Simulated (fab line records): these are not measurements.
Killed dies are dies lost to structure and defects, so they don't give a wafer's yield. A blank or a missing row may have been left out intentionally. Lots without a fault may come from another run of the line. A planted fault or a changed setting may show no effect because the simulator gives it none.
Matching of chambers	flow gf180mcu	3 sister chambers for GF_PASSIVATION_CVD_02 on pecvd-01
The step deposits Si3N4, target thk 700 nm, time 486.18 s. 6 wafers are shown with their chamber, then 8 later ones without.

## WAFERS, EACH WITH ITS CHAMBER
wafer	chamber	heater_power_outer_w (W)	heater_power_w (W)
L186.5	1	457	719
L187.1	1	414	681
L193.1	0	565	895
L193.2	2	343	575
L193.4	2	256	449
L195.3	0	556	909

## WAFERS WHOSE CHAMBER IS MISSING
wafer	heater_power_outer_w (W)	heater_power_w (W)
L195.4	434	686
L195.5	581	953
L197.1	591	914
L197.2	305	521
L197.6	382	640
L198.1	595	939
L198.2	280	486
L198.6	317	522

## WHICH CHAMBER EACH WENT THROUGH
wafer	from the rows above	in truth
L195.4	1	1
L195.5	0	0
L197.1	0	0
L197.2	2	2
L197.6	can't be placed: 1 or 2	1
L198.1	0	0
L198.2	2	2
L198.6	2	2
Placed correctly: 7 of 8. Can't be placed from these rows: 1 (the true chamber is among the candidates in 1). Placed wrongly: 0.
How it was worked out, from the rows above alone: a wafer's distance from a chamber is the root of the sum, over the readings, of the square of ((its reading less the chamber's mean) divided by the reading's scatter). If the next closest chamber is less than 2 further off than the closest, the wafer can't be placed; otherwise it belongs to the closest. The mean given for a chamber averages the wafers shown for that chamber. How the scatter is found: for the shown wafers, subtract from each reading the mean of its chamber, square and add these, divide the total by (wafers less chambers), then take the root.
